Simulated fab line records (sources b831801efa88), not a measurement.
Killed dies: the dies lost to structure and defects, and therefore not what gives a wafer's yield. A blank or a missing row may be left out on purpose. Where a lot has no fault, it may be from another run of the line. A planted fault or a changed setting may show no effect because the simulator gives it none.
Matching of chambers    flow sky130    SKY_CAPM_CVD_00 on pecvd-03 has 3 sister chambers
The step deposits SiO2, target thk 15.5 nm. 6 wafers are shown with their chamber, then 10 later ones without.

== EACH WAFER AND ITS CHAMBER ==
wafer   chamber  heater_power_w (W)
L081.1  0        608
L084.1  0        728
L084.2  2        785
L084.5  2        793
L091.3  1        624
L091.5  1        645

== WAFERS WITH NO CHAMBER GIVEN ==
wafer   heater_power_w (W)
L091.6  733
L093.2  595
L093.4  848
L093.6  735
L094.2  917
L094.3  618
L094.4  712
L097.2  594
L097.5  587
L097.6  870

== WHICH CHAMBER EACH WENT THROUGH ==
wafer   from the rows above           in truth
L091.6  can't be placed: 2 or 0 or 1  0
L093.2  can't be placed: 1 or 0       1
L093.4  2                             2
L093.6  can't be placed: 2 or 0 or 1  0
L094.2  2                             2
L094.3  can't be placed: 1 or 0       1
L094.4  can't be placed: 0 or 2 or 1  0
L097.2  can't be placed: 1 or 0       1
L097.5  can't be placed: 1 or 0       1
L097.6  2                             2
Placed correctly: 3 of 10. From these rows, 7 cannot be placed; in 7 the true chamber is one of the candidates. 0 placed wrongly.
How it was worked out, from the rows above alone: a wafer's distance from a chamber is the root of the sum, over the readings, of the square of ((its reading less the chamber's mean) divided by the reading's scatter). If the next closest chamber is less than 2 further off than the closest, the wafer can't be placed; otherwise it belongs to the closest. For every chamber, the mean is computed from those of its wafers that are shown. The scatter is the square root of a quotient: the sum, over the shown wafers, of each reading's squared deviation from its chamber's mean, divided by wafers minus chambers.
